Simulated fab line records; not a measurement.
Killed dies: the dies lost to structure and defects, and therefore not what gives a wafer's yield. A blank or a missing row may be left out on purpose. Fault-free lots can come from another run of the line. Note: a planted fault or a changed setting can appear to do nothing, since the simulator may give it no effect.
Which tool did it?    flow gf180mcu    11 lots with 32 wafers sampled at 6 steps, on a route of 602 steps

== WHAT THE GAUGES READ, wafer by wafer ==
GF_V4_RS_MEAS_24: the measuring method here is four-point-probe.
lot   measured      on             V4_W_RS (ohm/sq)
L847  day 24 05:56  film metro-03  0.327 0.327 0.330
L848  day 24 07:36  film metro-01  0.322 0.328 0.331
L849  day 24 23:10  film metro-04  0.330 0.329 0.320
L850  day 25 08:19  film metro-01  0.320 0.330 0.324
L860  day 28 18:47  film metro-03  0.555 0.544
L861  day 28 20:39  film metro-01  0.325 0.542 0.323
L862  day 29 13:21  film metro-04  0.322 0.557 0.325
L863  day 29 23:33  film metro-04  0.324 0.332 0.330
L866  day 30 15:30  film metro-04  0.331 0.328 0.332
L867  day 30 21:39  film metro-01  0.323 0.327 0.321
L868  day 31 02:44  film metro-04  0.330 0.323 0.325

GF_V4_THK_MEAS_25: measures by xrf.
lot   measured      on             V4_W_THK (nm)
L847  day 24 06:01  film metro-03  363 363 359
L848  day 24 07:43  film metro-01  365 359 355
L849  day 24 23:17  film metro-04  345 350 357
L850  day 25 08:26  film metro-01  369 357 364
L860  day 28 18:52  film metro-03  211 215
L861  day 28 20:46  film metro-01  365 217 367
L862  day 29 13:27  film metro-04  355 207 352
L863  day 29 23:40  film metro-04  355 347 350
L866  day 30 15:37  film metro-04  349 351 347
L867  day 30 21:44  film metro-01  362 357 367
L868  day 31 02:50  film metro-04  344 354 349

GF_MIM_THK_MEAS_06.
lot   measured      on             MIM_CVD_05_THK (nm)
L847  day 24 06:38  film metro-02  41.5 42.1 42.3
L848  day 24 08:19  film metro-02  41.5 41.5 41.9
L849  day 24 23:56  film metro-03  41.9 42.4 42.8
L850  day 25 09:04  film metro-03  41.6 42.7 42.6
L860  day 28 19:29  film metro-02  42.0 42.6
L861  day 28 21:23  film metro-03  41.1 41.9 41.9
L862  day 29 14:07  film metro-02  41.6 42.4 42.7
L863  day 30 00:16  film metro-02  42.0 42.8 42.7
L866  day 30 16:13  film metro-02  41.0 41.5 42.2
L867  day 30 22:22  film metro-02  42.6 42.6 42.2
L868  day 31 03:28  film metro-01  41.2 41.9 42.3

== WHAT TOOL EACH LOT RAN ON (gives the tool, then ch and the chambers of the sampled wafers, and finally the start) ==
lot   GF_V4_STRIP_18                        GF_V4_CVD_23                   GF_V4_CMP_26
L847  plasma asher-02 ch 0,1, day 24 05:10  cvd w-01 ch 0,1, day 24 05:48  cmp-01 ch 1,2, day 24 06:06
L848  plasma asher-04 ch 0,1, day 24 06:44  cvd w-02 ch 0,1, day 24 07:28  cmp-02 ch 1,3, day 24 07:46
L849  plasma asher-01 ch 0,1, day 24 22:23  cvd w-02 ch 0,1, day 24 23:02  cmp-01 ch 0,2,3, day 24 23:23
L850  plasma asher-02 ch 0,1, day 25 07:11  cvd w-02 ch 0,1, day 25 08:13  cmp-01 ch 0,1,3, day 25 08:36
L860  plasma asher-02 ch 1, day 28 17:59    cvd w-01 ch 1, day 28 18:39    cmp-02 ch 0,2, day 28 19:03
L861  plasma asher-04 ch 1, day 28 19:53    cvd w-01 ch 0, day 28 20:31    cmp-01 ch 0,1,2, day 28 20:52
L862  plasma asher-01 ch 0,1, day 29 12:34  cvd w-01 ch 0,1, day 29 13:14  cmp-02 ch 1,3, day 29 13:36
L863  plasma asher-04 ch 0,1, day 29 22:40  cvd w-02 ch 0,1, day 29 23:25  cmp-02 ch 0,1,3, day 29 23:43
L866  plasma asher-04 ch 0,1, day 30 14:42  cvd w-02 ch 0,1, day 30 15:22  cmp-01 ch 1,2,3, day 30 15:43
L867  plasma asher-02 ch 0,1, day 30 20:50  cvd w-02 ch 0,1, day 30 21:31  cmp-02 ch 1,2, day 30 21:49
L868  plasma asher-04 ch 0,1, day 31 01:58  cvd w-02 ch 0,1, day 31 02:38  cmp-01 ch 0,1,3, day 31 02:56
- GF_V4_STRIP_18: strips in O2/N2.
- GF_V4_CVD_23: deposits W, target thk 350 nm, time 104.9 s.
- GF_V4_CMP_26: polishes, stops on SiO2, t overpolish 15 s, target thk 0 nm.

== WHAT THE TOOLS THEMSELVES READ (means of the sampled wafers that have a number; where no wafer has one, the mark that the record gives instead) ==
GF_V4_STRIP_18.
lot   tool             drypump motor current A (A)  heater power w (W)  oes product au (a.u.)
L847  plasma asher-02  5.1                          326                 0.594
L848  plasma asher-04  5.4                          305                 0.596
L849  plasma asher-01  5.8                          381                 0.590
L850  plasma asher-02  5.1                          329                 0.595
L860  plasma asher-02  5.0                          328                 0.590
L861  plasma asher-04  5.1                          323                 0.592
L862  plasma asher-01  6.1                          358                 0.595
L863  plasma asher-04  5.6                          292                 0.594
L866  plasma asher-04  5.4                          311                 0.592
L867  plasma asher-02  5.1                          323                 0.592
L868  plasma asher-04  5.4                          304                 0.600

GF_V4_CVD_23.
lot   tool      heater power w (W)
L847  cvd w-01  811
L848  cvd w-02  874
L849  cvd w-02  882
L850  cvd w-02  834
L860  cvd w-01  934
L861  cvd w-01  772
L862  cvd w-01  830
L863  cvd w-02  868
L866  cvd w-02  874
L867  cvd w-02  851
L868  cvd w-02  856

GF_V4_CMP_26.
lot   tool    edge zone pressure frac  motor current A (A)  time to endpoint s (s)
L847  cmp-01  1.005                    12.1                 85.9
L848  cmp-02  1.007                    10.5                 86.3
L849  cmp-01  1.000                    11.5                 84.4
L850  cmp-01  1.006                    11.9                 83.0
L860  cmp-02  1.001                    10.3                 51.4
L861  cmp-01  0.992                    12.2                 71.8
L862  cmp-02  1.002                    11.2                 75.1
L863  cmp-02  1.003                    10.2                 87.9
L866  cmp-01  1.002                    11.8                 80.7
L867  cmp-02  0.997                    12.8                 86.8
L868  cmp-01  1.000                    11.9                 84.4

== THE ANSWER, worked out from the rows above alone ==
Rule: usual is defined by the lots themselves. The widest of any qualifying gaps counts: lots, ordered by their means at a reading, are off when they make up no more than a third of the lots, leave a main group of 4 or more, and stand apart from it by 3 or more times the standard deviation of that group's means. A main group is skipped when, at the precision printed for the reading in the tables above, its means are all equal. A lot without any number at a reading at which 4 lots or more have one is off too. Where the step has rows for the other lots, those lots are counted as sound. Order of review: gauges by route order, followed by the tools' own readings, for which a lot's mean as printed above is used. At the first step where some lot is off, the reading lying furthest off is the one used; lots without a number count as furthest.
Off: L860, L861, L862, at GF_V4_RS_MEAS_24 (V4_W_RS). The main group: mean 0.327 ohm/sq, standard deviation 0.002.
If a tool, at a process step before that reading, ran all the lots that are off and no sound lot after the first of them, it fits. Those tools and the gauges at GF_V4_RS_MEAS_24 are tried in the same way. One fits: GF_V4_CVD_23 on cvd w-01. A fault onset in the window from L847 (day 24 05:48, its last sound lot) to L860 (day 28 18:39, its first lot off) fits.

== WHAT WAS PUT IN BY THE SIMULATOR ==
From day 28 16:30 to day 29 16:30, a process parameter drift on cvd w-01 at GF_V4_CVD_23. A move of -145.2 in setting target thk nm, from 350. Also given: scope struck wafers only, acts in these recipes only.
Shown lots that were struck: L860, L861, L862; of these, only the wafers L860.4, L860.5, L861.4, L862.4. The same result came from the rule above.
